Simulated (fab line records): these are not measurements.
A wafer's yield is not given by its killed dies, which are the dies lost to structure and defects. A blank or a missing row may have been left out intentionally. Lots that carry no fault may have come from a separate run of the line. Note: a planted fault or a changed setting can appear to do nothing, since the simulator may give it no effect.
fab line records | flow sky130
record lots=6 | wafers=18 | last_day=51
route steps=708 shown LDD_N@245 LDD_P@255 PAD_OPEN@708
lots with no fault: from the same line, run without faults
start_h: start of the lot's first displayed wafer, in hours after the record's first day | wait_h: hours from the lot's prior step to this one | " unchanged from the row above | L1.1+2: a single row standing in for several wafers | - no value, or no start given | * or withheld: withheld | < > ~ a bound
route shown NAME@n: names a module that has steps shown in the file, with the first one's number in the route | usual: mean/standard deviation of fault-free wafers | same: alike in all rows | chamber/n: place in a boat | sites: readings site by site | _std_site: their standard deviation | _edge_site: outer sites' mean less inner sites' | radius_mm: how far each site lies from the wafer's centre | mask NAME#n: copy n | behind: the tool/chamber that last shaped the wafer | hold: reason for holding the lot/hours on hold/outcome of the hold | device: the transistor (n, p or np) that didn't switch | end of line: the route-end tests of the same wafers | a step without rows: its recipe alone | killed: not the wafer's yield, but the dies lost to structure and defects at the first sort | map: per-die view of a wafer (x killed, . not killed, _ where there is no die)
set.NAME: the run value of the setting; set.NAME@STEP: its run value at that earlier step | model.NAME: the simulator's own value behind a step, which no gauge read
a table for each step, a row for each wafer; lots at some steps of the route
services: from which hour (start_h, from the record's first day; less than 0 if before it) a tool's chamber was out of use, for how many hours, and why
## steps
# step SKY_LDD_N_IMPLANT_08
# recipe species=As | energy_kev=20 | dose_cm2=7.5e+13 | tilt_deg=withheld | rotation_deg=23
# step SKY_LDD_N_IMPLANT_09
# recipe species=As | energy_kev=20 | dose_cm2=7.5e+13 | tilt_deg=withheld | rotation_deg=113
# step SKY_LDD_N_IMPLANT_10
# recipe species=As | energy_kev=20 | dose_cm2=7.5e+13 | tilt_deg=withheld | rotation_deg=203
# step SKY_LDD_N_IMPLANT_11
# recipe species=As | energy_kev=20 | dose_cm2=7.5e+13 | tilt_deg=withheld | rotation_deg=293
# step SKY_LDD_N_IMPLANT_12
# recipe species=BF2 | energy_kev=50 | dose_cm2=5e+12 | tilt_deg=30 | rotation_deg=0
# step SKY_LDD_N_IMPLANT_13
# recipe species=BF2 | energy_kev=50 | dose_cm2=5e+12 | tilt_deg=30 | rotation_deg=90
# step SKY_LDD_N_IMPLANT_14
# recipe species=BF2 | energy_kev=50 | dose_cm2=5e+12 | tilt_deg=30 | rotation_deg=180
# step SKY_LDD_N_IMPLANT_15
# recipe species=BF2 | energy_kev=50 | dose_cm2=5e+12 | tilt_deg=30 | rotation_deg=270
# step SKY_LDD_N_STRIP_16
# recipe chemistry=O2/N2 | power_w=1400 | pressure_mtorr=1500 | platen_temp_c=withheld | o2_flow_sccm=3000 | n2_flow_sccm=300 | overash_fraction=0.5
# usual drypump_motor_current_A=5.8/0.57 | oes_product_au=0.406/0.0047 | strip_time_to_endpoint_s=4.308/0.014
lot.wafer | tool            | chamber | start_h | wait_h | drypump_motor_current_A | oes_product_au | rf_hours_counter_h | strip_time_to_endpoint_s
L360.2    | plasma_asher-04 | 0       | 430.39  | 0.1    | 6.5                     | 0.410          | 0                  | 4.298
L360.3    | "               | 0       | "       | "      | 6.5                     | 0.408          | -                  | 4.315
L360.4    | "               | 1       | "       | "      | 6.0                     | 0.406          | -                  | 4.305
L364.1    | plasma_asher-02 | 0       | 451.39  | 0.1    | 5.7                     | 0.408          | 35                 | 4.305
L364.2    | "               | 1       | "       | "      | 4.9                     | 0.408          | 35                 | 4.318
L364.4    | "               | 1       | "       | "      | 4.9                     | 0.407          | -                  | 4.318
L368.1    | plasma_asher-04 | 1       | 484.54  | 0.1    | 6.0                     | 0.408          | 6                  | 4.292
L368.2    | "               | 0       | "       | "      | 6.5                     | 0.408          | 6                  | 4.297
L368.5    | "               | 0       | "       | "      | 6.5                     | 0.405          | -                  | 4.315
L374.2    | plasma_asher-04 | 0       | 546.60  | 0.1    | 6.5                     | 0.402          | 12                 | 4.284
L374.5    | "               | 1       | "       | "      | 6.0                     | 0.408          | -                  | 4.297
L374.6    | "               | 0       | "       | "      | 6.5                     | 0.402          | -                  | 4.294
L377.4    | plasma_asher-02 | 1       | 571.54  | 0.1    | 4.9                     | 0.417          | -                  | 4.303
L377.5    | "               | 0       | "       | "      | 5.7                     | 0.403          | -                  | 4.307
L377.6    | "               | 1       | "       | "      | 4.9                     | 0.414          | -                  | 4.303
L381.3    | plasma_asher-03 | 1       | 627.14  | 0.1    | 5.5                     | 0.408          | -                  | 4.315
L381.5    | "               | 0       | "       | "      | 6.5                     | 0.404          | -                  | 4.302
L381.6    | "               | 1       | "       | "      | 5.5                     | 0.405          | -                  | 4.282
# step SKY_LDD_N_TW_MEAS_17
# usual LDD_N_TW=2617/21
lot.wafer | tool          | chamber | start_h | wait_h | LDD_N_TW
L360.2    | film_metro-03 | -       | 430.50  | 0.1    | 2592
L360.3    | "             | -       | "       | "      | 2604
L360.4    | "             | -       | "       | "      | 2596
L364.1    | film_metro-02 | -       | 451.49  | 0.1    | 2626
L364.2    | "             | -       | "       | "      | 2634
L364.4    | "             | -       | "       | "      | 2631
L368.1    | film_metro-01 | -       | 484.64  | 0.1    | 2601
L368.2    | "             | -       | "       | "      | 2602
L368.5    | "             | -       | "       | "      | 2613
L374.2    | film_metro-01 | -       | 546.71  | 0.1    | 2594
L374.5    | "             | -       | "       | "      | 2598
L374.6    | "             | -       | "       | "      | 2589
L377.4    | film_metro-01 | -       | 571.64  | 0.1    | 2605
L377.5    | "             | -       | "       | "      | 2599
L377.6    | "             | -       | "       | "      | 2605
L381.3    | film_metro-02 | -       | 627.23  | 0.1    | 2644
L381.5    | "             | -       | "       | "      | 2635
L381.6    | "             | -       | "       | "      | 2607
# step SKY_LDD_P_DEHYDRATE_00
# recipe temp_c=200 | time_s=60
# step SKY_LDD_P_HMDS_01
# recipe prime_time_s=60 | prime_temp_c=120
# step SKY_LDD_P_COAT_02
# recipe resist=NOVOLAK | spin_rpm=3000 | resist_thk_nm=1140
# usual chill_plate_temp_C=23.00/0.098 | exhaust_pa=45.1/0.81 | resist_line_temp_C=22.99/0.11 | spin_speed_rpm=3000.2/2.1
lot.wafer | tool           | chamber | start_h | wait_h | chill_plate_temp_C | exhaust_pa | resist_line_temp_C | spin_speed_rpm | model.NOVOLAK_of_LDD_P_COAT_02.thk_nm
L360.2    | litho_track-04 | 0       | 445.83  | 0.1    | 23.12              | 45.5       | 22.99              | 3003.0         | 1132
L360.3    | "              | 0       | "       | "      | 22.92              | 44.7       | 22.90              | 3001.7         | 1132
L360.4    | "              | 0       | "       | "      | 23.03              | 45.6       | 22.92              | 3001.1         | 1132
L364.1    | litho_track-04 | 0       | 466.26  | 0.1    | 22.94              | 45.0       | 23.21              | 3006.7         | 1137
L364.2    | "              | 0       | "       | "      | 22.94              | 44.6       | 22.99              | 3001.7         | 1140
L364.4    | "              | 0       | "       | "      | 22.78              | 44.8       | 23.01              | 3001.5         | 1134
L368.1    | litho_track-03 | 0       | 499.31  | 0.1    | 23.17              | 46.2       | 23.13              | 2998.9         | 1139
L368.2    | "              | 0       | "       | "      | 23.16              | 44.7       | 22.99              | 3002.0         | 1141
L368.5    | "              | 0       | "       | "      | 22.93              | 46.7       | 22.97              | 3003.9         | 1139
L374.2    | litho_track-03 | 0       | 560.89  | 0.1    | 23.08              | 44.9       | 23.06              | 3147.0         | 1114
L374.5    | "              | 0       | "       | "      | 22.96              | 43.7       | 23.11              | 3146.4         | 1116
L374.6    | "              | 0       | "       | "      | 23.12              | 45.1       | 23.02              | 3148.3         | 1116
L377.4    | litho_track-03 | 0       | 587.24  | 0.1    | 22.94              | 45.7       | 23.06              | 3143.8         | 1113
L377.5    | "              | 0       | "       | "      | 22.96              | 44.5       | 23.03              | 3147.1         | 1112
L377.6    | "              | 0       | "       | "      | 22.77              | 44.8       | 23.02              | 3145.2         | 1111
L381.3    | litho_track-04 | 0       | 641.31  | 0.1    | 22.88              | 45.3       | 23.06              | 2998.7         | 1138
L381.5    | "              | 0       | "       | "      | 23.12              | 46.5       | 23.08              | 3003.4         | 1137
L381.6    | "              | 0       | "       | "      | 23.10              | 44.1       | 23.04              | 2998.5         | 1138
# step SKY_LDD_P_SOFTBAKE_03
# recipe temp_c=90 | time_s=60 | resist=NOVOLAK
# step SKY_LDD_P_EXPOSE_04
# recipe mask_id=PSDM | na=0.6 | source_shape=conventional | sigma_outer=0.6 | polarization=unpolarized | target_cd_nm=380 | dose_mj=138
# step SKY_LDD_P_PEB_05
# recipe temp_c=withheld | time_s=* | resist=NOVOLAK
# step SKY_LDD_P_DEVELOP_06
# recipe resist=NOVOLAK | developer=TMAH | develop_time_s=59.08 | dev_temp_c=23
# usual chill_plate_temp_C=23.02/0.11 | exhaust_pa=44.8/0.88 | resist_line_temp_C=22.99/0.098
lot.wafer | tool           | chamber | start_h | wait_h | chill_plate_temp_C | exhaust_pa | resist_line_temp_C | model.NOVOLAK_of_LDD_P_COAT_02.thk_nm
L360.2    | litho_track-01 | 0       | 461.33  | 0.1    | 23.07              | 46.7       | 22.93              | 1132
L360.3    | "              | 0       | "       | "      | 23.01              | 45.6       | 22.91              | 1132
L360.4    | "              | 0       | "       | "      | 22.99              | 45.2       | 22.89              | 1131
L364.1    | litho_track-01 | 0       | 481.66  | 0.1    | 23.05              | 46.8       | 23.07              | 1137
L364.2    | "              | 0       | "       | "      | 22.95              | 45.5       | 22.89              | 1139
L364.4    | "              | 0       | "       | "      | 22.98              | 46.0       | 22.91              | 1134
L368.1    | litho_track-03 | 0       | 515.66  | 0.1    | 22.91              | 44.5       | 23.00              | 1138
L368.2    | "              | 0       | "       | "      | 22.91              | 45.4       | 22.95              | 1141
L368.5    | "              | 0       | "       | "      | 22.98              | 45.4       | 22.88              | 1139
L374.2    | litho_track-01 | 0       | 575.38  | 0.1    | 22.85              | 45.0       | 22.90              | 1114
L374.5    | "              | 0       | "       | "      | 22.79              | 45.1       | 23.00              | 1116
L374.6    | "              | 0       | "       | "      | 22.92              | 45.5       | 22.83              | 1115
L377.4    | litho_track-04 | 0       | 601.68  | 0.1    | 23.16              | 45.1       | 22.87              | 1112
L377.5    | "              | 0       | "       | "      | 23.17              | 45.7       | 22.85              | 1111
L377.6    | "              | 0       | "       | "      | 23.01              | 46.3       | 22.90              | 1111
L381.3    | litho_track-03 | 0       | 655.26  | 0.1    | 23.07              | 44.5       | 23.07              | 1138
L381.5    | "              | 0       | "       | "      | 23.13              | 44.9       | 22.93              | 1136
L381.6    | "              | 0       | "       | "      | 23.20              | 44.5       | 22.96              | 1138
# step SKY_LDD_P_CD_MEAS_07
# recipe target_cd_nm=380
# usual cd_nm=380.9/2.6
lot.wafer | tool      | chamber | start_h | wait_h | cd_nm
L360.2    | cd_sem-02 | -       | 461.48  | 0.1    | 384.0
L360.3    | "         | -       | "       | "      | 381.3
L360.4    | "         | -       | "       | "      | 383.3
L364.1    | cd_sem-01 | -       | 481.81  | 0.1    | 380.2
L364.2    | "         | -       | "       | "      | 378.4
L364.4    | "         | -       | "       | "      | 381.0
L368.1    | cd_sem-01 | -       | 515.81  | 0.1    | 382.6
L368.2    | "         | -       | "       | "      | 382.3
L368.5    | "         | -       | "       | "      | 379.6
L374.2    | cd_sem-02 | -       | 575.53  | 0.1    | 381.3
L374.5    | "         | -       | "       | "      | 380.8
L374.6    | "         | -       | "       | "      | 381.9
L377.4    | cd_sem-02 | -       | 601.82  | 0.1    | 383.3
L377.5    | "         | -       | "       | "      | 382.9
L377.6    | "         | -       | "       | "      | 384.2
L381.3    | cd_sem-02 | -       | 655.40  | 0.1    | 382.1
L381.5    | "         | -       | "       | "      | 383.9
L381.6    | "         | -       | "       | "      | 382.4
# step SKY_LDD_P_OVL_MEAS_08
# usual LDD_P_OVL=0.7/1.2
lot.wafer | tool       | chamber | start_h | wait_h | LDD_P_OVL[nm]
L360.2    | overlay-01 | -       | 461.58  | 0.1    | -0.3
L360.3    | "          | -       | "       | "      | -0.3
L360.4    | "          | -       | "       | "      | 0.3
L364.1    | overlay-01 | -       | 481.93  | 0.1    | 1.4
L364.2    | "          | -       | "       | "      | 3.1
L364.4    | "          | -       | "       | "      | 1.3
L368.1    | overlay-02 | -       | 515.93  | 0.1    | -0.6
L368.2    | "          | -       | "       | "      | -1.1
L368.5    | "          | -       | "       | "      | -0.5
L374.2    | overlay-01 | -       | 575.63  | 0.1    | 3.2
L374.5    | "          | -       | "       | "      | 2.6
L374.6    | "          | -       | "       | "      | 1.8
L377.4    | overlay-02 | -       | 601.90  | 0.1    | 2.0
L377.5    | "          | -       | "       | "      | 1.5
L377.6    | "          | -       | "       | "      | 1.2
L381.3    | overlay-02 | -       | 655.49  | 0.1    | -0.4
L381.5    | "          | -       | "       | "      | 0.5
L381.6    | "          | -       | "       | "      | 1.8
# step SKY_LDD_P_IMPLANT_09
# recipe species=BF2 | energy_kev=25 | dose_cm2=1e+13 | tilt_deg=withheld
# step SKY_LDD_P_STRIP_10
# recipe chemistry=O2/N2 | power_w=1400 | pressure_mtorr=1500 | platen_temp_c=withheld | o2_flow_sccm=3000 | n2_flow_sccm=300 | overash_fraction=0.5
# usual drypump_motor_current_A=5.8/0.45 | oes_product_au=0.716/0.0046 | strip_time_to_endpoint_s=14.16/0.039
lot.wafer | tool            | chamber | start_h | wait_h | drypump_motor_current_A | oes_product_au | rf_hours_counter_h | strip_time_to_endpoint_s
L360.2    | plasma_asher-02 | 1       | 461.76  | 0.1    | 4.9                     | 0.711          | 36                 | 14.07
L360.3    | "               | 0       | "       | "      | 5.7                     | 0.706          | -                  | 14.08
L360.4    | "               | 1       | "       | "      | 4.9                     | 0.719          | -                  | 14.08
L364.1    | plasma_asher-02 | 1       | 482.11  | 0.1    | 4.9                     | 0.717          | 38                 | 14.16
L364.2    | "               | 0       | "       | "      | 5.7                     | 0.710          | 38                 | 14.18
L364.4    | "               | 0       | "       | "      | 5.7                     | 0.718          | -                  | 14.09
L368.1    | plasma_asher-04 | 1       | 516.12  | 0.1    | 6.0                     | 0.707          | 9                  | 14.16
L368.2    | "               | 0       | "       | "      | 6.4                     | 0.714          | 9                  | 14.18
L368.5    | "               | 1       | "       | "      | 6.0                     | 0.717          | -                  | 14.17
L374.2    | plasma_asher-04 | 0       | 575.81  | 0.1    | 6.5                     | 0.717          | 15                 | 13.88
L374.5    | "               | 0       | "       | "      | 6.4                     | 0.707          | -                  | 13.89
L374.6    | "               | 1       | "       | "      | 6.0                     | 0.715          | -                  | 13.89
L377.4    | plasma_asher-04 | 0       | 602.10  | 0.1    | 6.4                     | 0.717          | -                  | 13.88
L377.5    | "               | 1       | "       | "      | 6.0                     | 0.715          | -                  | 13.84
L377.6    | "               | 0       | "       | "      | 6.5                     | 0.718          | -                  | 13.86
L381.3    | plasma_asher-02 | 1       | 655.70  | 0.1    | 4.9                     | 0.717          | -                  | 14.16
L381.5    | "               | 1       | "       | "      | 4.9                     | 0.714          | -                  | 14.13
L381.6    | "               | 0       | "       | "      | 5.7                     | 0.718          | -                  | 14.17
# step SKY_LDD_P_TW_MEAS_11
# usual LDD_P_TW=637/3.6
lot.wafer | tool          | chamber | start_h | wait_h | LDD_P_TW
L360.2    | film_metro-04 | -       | 461.97  | 0.2    | 636
L360.3    | "             | -       | "       | "      | 633
L360.4    | "             | -       | "       | "      | 631
L364.1    | film_metro-03 | -       | 482.21  | 0.1    | 634
L364.2    | "             | -       | "       | "      | 631
L364.4    | "             | -       | "       | "      | 632
L368.1    | film_metro-04 | -       | 516.22  | 0.1    | 631
L368.2    | "             | -       | "       | "      | 633
L368.5    | "             | -       | "       | "      | 630
L374.2    | film_metro-04 | -       | 575.92  | 0.1    | 634
L374.5    | "             | -       | "       | "      | 634
L374.6    | "             | -       | "       | "      | 631
L377.4    | film_metro-03 | -       | 602.19  | 0.1    | 637
L377.5    | "             | -       | "       | "      | 637
L377.6    | "             | -       | "       | "      | 639
L381.3    | film_metro-01 | -       | 655.79  | 0.1    | 638
L381.5    | "             | -       | "       | "      | 636
L381.6    | "             | -       | "       | "      | 640
# step SKY_PAD_OPEN_PROBE_99
# usual killed_at_M0_to_M3=44/6.8 | killed_at_M4_up=2.9/1.9 | killed_at_contacts=24/5.2 | killed_at_front_end=16/4.1 | killed_at_other=0.4/0.74 | killed_dies=88/9.1 | killed_open=48/7.2 | killed_short=39/5.6
# same gross_dies=492 | killed_at_back_side=0
lot.wafer | tool      | chamber | start_h | wait_h | killed_at_M0_to_M3 | killed_at_M4_up | killed_at_contacts | killed_at_front_end | killed_at_other | killed_dies | killed_open | killed_short
L374.2    | prober-02 | -       | 1166.42 | 0.1    | 50                 | 1               | 27                 | 9                   | 1               | 88          | 50          | 38
L374.5    | prober-02 | -       | 1166.57 | 0.2    | 45                 | 5               | 24                 | 16                  | 0               | 90          | 51          | 39
L374.6    | prober-02 | -       | 1166.62 | 0.2    | 36                 | 3               | 29                 | 21                  | 0               | 89          | 42          | 47
L377.4    | prober-01 | -       | 1189.03 | 0.2    | 35                 | 1               | 24                 | 18                  | 0               | 78          | 46          | 32
L377.5    | prober-01 | -       | 1189.08 | 0.2    | 49                 | 1               | 22                 | 15                  | 0               | 87          | 42          | 45
L377.6    | prober-01 | -       | 1189.13 | 0.2    | 37                 | 4               | 29                 | 8                   | 0               | 78          | 38          | 39
L381.3    | prober-01 | -       | 1216.07 | 0.2    | 60                 | 6               | 23                 | 23                  | 0               | 112         | 65          | 47
L381.5    | prober-01 | -       | 1216.17 | 0.2    | 47                 | 4               | 30                 | 11                  | 2               | 94          | 56          | 38
L381.6    | prober-01 | -       | 1216.22 | 0.2    | 37                 | 4               | 23                 | 18                  | 0               | 82          | 44          | 38
# killed by level:class
L374.2 CONTACT:geometric_particle:open=12 VIA2:geometric_particle:open=10 VIA1:geometric_particle:open=10 LI_CONTACT:geometric_particle:open=7 VIA1:geometric_particle:short=6 LOCAL_INTERCONNECT:geometric_particle:short=5 METAL1:geometric_particle:short=5 METAL2:geometric_particle:short=5
L374.5 CONTACT:geometric_particle:open=12 VIA1:geometric_particle:open=8 METAL2:geometric_particle:short=8 LOCAL_INTERCONNECT:geometric_particle:short=7 POLY_GATE:geometric_particle:open=6 VIA3:geometric_particle:open=6 FIELD_ISO:geometric_particle:open=5 VIA2:geometric_particle:short=5
L374.6 LI_CONTACT:geometric_particle:open=9 VIA1:geometric_particle:open=8 POLY_GATE:geometric_particle:short=6 CONTACT:geometric_particle:short=6 METAL3:geometric_particle:short=6 VIA2:geometric_particle:short=6 POLY_GATE:geometric_particle:open=5 LOCAL_INTERCONNECT:geometric_particle:short=5
L377.4 VIA1:geometric_particle:open=11 POLY_GATE:geometric_particle:open=8 LI_CONTACT:geometric_particle:open=6 CONTACT:geometric_particle:short=6 CONTACT:geometric_particle:open=6 VIA3:geometric_particle:open=6 METAL1:geometric_particle:short=4 VIA3:geometric_particle:short=4
L377.5 VIA1:geometric_particle:open=10 CONTACT:geometric_particle:open=9 VIA1:geometric_particle:short=8 METAL1:geometric_particle:short=7 VIA2:geometric_particle:open=6 VIA3:geometric_particle:open=6 CONTACT:geometric_particle:short=5 VIA3:geometric_particle:short=5
L377.6 CONTACT:geometric_particle:open=9 LI_CONTACT:geometric_particle:open=8 METAL1:geometric_particle:short=6 VIA1:geometric_particle:open=6 CONTACT:geometric_particle:short=5 VIA2:geometric_particle:open=5 LI_CONTACT:geometric_particle:short=4 METAL2:geometric_particle:short=4
L381.3 VIA1:geometric_particle:open=17 METAL1:geometric_particle:short=12 LI_CONTACT:geometric_particle:open=9 VIA3:geometric_particle:open=8 VIA2:geometric_particle:open=7 CONTACT:geometric_particle:open=6 FIELD_ISO:geometric_particle:short=5 FIELD_ISO:geometric_particle:open=5
L381.5 VIA1:geometric_particle:open=14 LI_CONTACT:geometric_particle:open=9 CONTACT:geometric_particle:open=9 METAL2:geometric_particle:short=9 VIA2:geometric_particle:open=6 VIA3:geometric_particle:open=6 CONTACT:geometric_particle:short=5 FIELD_ISO:geometric_particle:short=4
L381.6 LI_CONTACT:geometric_particle:open=8 VIA1:geometric_particle:open=8 CONTACT:geometric_particle:short=6 VIA1:geometric_particle:short=5 VIA3:geometric_particle:open=5 CONTACT:geometric_particle:open=4 POLY_GATE:geometric_particle:short=4 METAL3:geometric_particle:short=4
## services
tool            | chamber | start_h | hours | kind
plasma_asher-04 | -       | 421.25  | 9.0   | pm
plasma_asher-04 | 0       | 421.25  | 9.0   | vent_cycle
plasma_asher-04 | 1       | 421.25  | 9.0   | vent_cycle
plasma_asher-04 | 0       | 430.25  | -     | clean
plasma_asher-04 | 1       | 430.25  | -     | clean
plasma_asher-03 | -       | 443.10  | 3.8   | repair
plasma_asher-02 | -       | 479.13  | 0.7   | repair
plasma_asher-03 | -       | 494.85  | 0.6   | repair
litho_track-01  | -       | 582.17  | -     | consumable_replace:filter
plasma_asher-04 | -       | 595.26  | 1.8   | repair
plasma_asher-04 | -       | 614.38  | 3.8   | repair
## key
first_sign step=SKY_LDD_P_COAT_02 | reading=spin_speed_rpm | direction=up | sigmas=71 | usual=3000.2 | struck=3146.3
effect step=SKY_LDD_P_STRIP_10 | reading=strip_time_to_endpoint_s | direction=down | sigmas=7.3 | usual=* | struck=*
model_effect step=SKY_LDD_P_COAT_02 | value=NOVOLAK_of_LDD_P_COAT_02.thk_nm | without=1140 | struck=1114
model_effect step=SKY_LDD_P_DEVELOP_06 | value=NOVOLAK_of_LDD_P_COAT_02.thk_nm | without=1140 | struck=1113
met_at SKY_LDD_P_COAT_02
struck_wafers L374.2,L374.5,L374.6,L377.4,L377.5,L377.6
tester_left_out L374,L377
onset_between 499.31 560.89
fault kind=process_parameter_drift | tool=litho_track-03 | chamber=- | onset_h=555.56 | steps=SKY_LDD_P_COAT_02 | channel=spin_rpm | offset=145.57 | shape=step | end_h=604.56 | acts_in=these_recipes_only | stated=3000
# tester_left_out: of these lots the tester's yield and bins aren't shown, on N5 and GAA mostly nor the transistor test; their killed dies are dies lost to structure and defects alone, not to doping, threshold or leakage, so they don't give the yield
